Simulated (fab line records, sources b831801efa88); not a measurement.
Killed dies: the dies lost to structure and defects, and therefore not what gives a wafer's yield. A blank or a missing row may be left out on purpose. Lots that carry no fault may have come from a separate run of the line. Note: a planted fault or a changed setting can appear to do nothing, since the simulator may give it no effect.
Problem report in the 8D (eight disciplines) form, filled by code ; flow gf180mcu ; the parts of the form that need people (team, actions taken, sign-off) are left out

1. WHAT WENT WRONG
Across 9 wafers from 3 lots, NSD_RS at GF_PSD_RS_MEAS_14 averages 43.15 ohm/sq, while fault-free wafers read 46.16 ohm/sq with a standard deviation of 0.085. Relative to the usual mean, that is a shift of -35 standard deviations.
The step: measures by four-point-probe.
Earliest sighting: wafer L557.1 on film_metro-01 at day 18 21:08. At this step, 39 wafers from 13 lots have a number in the record. Rule for "out" (also "out of limits"): further than 4 standard deviations from the usual mean. The rest of the wafers with a number are treated as sound.

2. WHAT IT IS, WHAT IT ISN'T
question;is;is not
which readings at this step;NSD_RS;-
which lots;L557, L559, L560;L544, L545, L546, L547, L548, L551, L562, L565, L566, L567
which wafers of those lots;all that have a number;-
read on which gauges;film_metro-01, film_metro-04;film_metro-03
when;from day 18 21:08;"up to then (18 sound wafers); but 12 sound wafers of L562, L565, L566, L567 came after"

3. THE SUSPECTS, EACH WITH WHAT RULES IT OUT
Counting: a tool at a process step up to the reading stays a suspect if it ran every lot that is out and no sound lot after the first of them.
- the gauge at GF_PSD_RS_MEAS_14: ruled out. 2 gauges (film_metro-01, film_metro-04) read the wafers that are out.
- rtp_anneal-01 at GF_PSD_RTA_13 (time 20 s): ruled out as a lasting fault. Sound lots L566 ran on it after its first lot that is out, L557 (day 18 21:03).
Left after counting: nothing in the record.

4. THE CAUSE (what the simulator had put in)
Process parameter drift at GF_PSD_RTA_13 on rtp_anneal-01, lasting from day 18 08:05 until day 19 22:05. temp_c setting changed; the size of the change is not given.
Counting ruled it out, wrongly: the rule takes a fault to strike every lot that its tool runs from its start on, and this one did not.

5. SEQUENCE OF EFFECTS, ordered by route
Each row: a reading where the mean over the struck wafers with a number is more than 3 standard deviations away from the usual. Only readings for which the record gives a usual standard deviation are gone through. hours: the time from each lot's start at the first step in this table that gives one to its start at this step, as a median over the lots. sigmas: the change in usual standard deviations.
hours;step;reading;usual;on struck wafers;change;sigmas
0;GF_PSD_RTA_13;wafer_temp_C_max;1030.7;1051.2;+20.5;+17
0;GF_PSD_RS_MEAS_14;NSD_RS;46.16 ohm/sq;43.15;-3.01;-35
0;GF_PSD_RS_MEAS_15;PSD_RS;108.67 ohm/sq;99.79;-8.88;-32
Here are the process steps it includes:
- GF_PSD_RTA_13: time 20 s.
Later steps that measure or inspect, where all struck wafers having a row at the step show a number for every such reading and not one has moved that far: GF_SAB_OVL_MEAS_10, GF_M1_RS_MEAS_05, GF_V1_THK_MEAS_03.

6. HOW IT WOULD HAVE BEEN CAUGHT EARLIER
13 hours passed between the start of the fault at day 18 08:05 and the first reading out of limits at a measuring or inspecting step in this record, taken at day 18 21:08.
At GF_PSD_RTA_13, the tool's own readings (wafer_temp_C_max) were out on each struck wafer the step has a row for, so an alarm limit on them would have fired on the first such wafer.
